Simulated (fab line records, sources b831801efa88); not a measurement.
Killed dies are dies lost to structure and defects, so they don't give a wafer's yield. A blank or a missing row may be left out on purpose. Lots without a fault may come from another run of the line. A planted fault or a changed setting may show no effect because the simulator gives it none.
Chamber matching | flow sky130 | SKY_CAPM_CVD_00 on pecvd-03: 3 sister chambers
The step deposits SiO2, target thk 15.5 nm. 3 wafers are shown with their chamber, then 8 later ones without.

WAFERS WITH THEIR CHAMBER
wafer  | chamber | heater_power_w (W)
L085.4 | 2       | 775
L087.5 | 1       | 940
L088.1 | 0       | 634

WAFERS WITHOUT THEIR CHAMBER
wafer  | heater_power_w (W)
L088.2 | 908
L088.3 | 875
L093.1 | 833
L093.2 | 860
L093.4 | 827
L096.2 | 803
L096.4 | 605
L096.6 | 788

WHICH CHAMBER EACH WENT THROUGH
wafer  | from the rows above     | in truth
L088.2 | 1                       | 1
L088.3 | can't be placed: 1 or 2 | 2
L093.1 | can't be placed: 2 or 1 | 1
L093.2 | can't be placed: 1 or 2 | 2
L093.4 | can't be placed: 2 or 1 | 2
L096.2 | 2                       | 2
L096.4 | 0                       | 0
L096.6 | 2                       | 2
Placed correctly: 4 of 8. Can't be placed from these rows: 4 (the true chamber is among the candidates in 4). Placed wrongly: 0.
How it was worked out, from the rows above alone: a wafer's distance from a chamber is the root of the sum, over the readings, of the square of ((its reading less the chamber's mean) divided by the reading's scatter). The wafer belongs to the nearest chamber; if the next one is less than 2 further off, it can't be placed. A chamber's mean is the mean of its shown wafers. The scatter: with one shown wafer a chamber, the root of the mean of the squares of how far each hidden wafer lies from its nearest shown one.
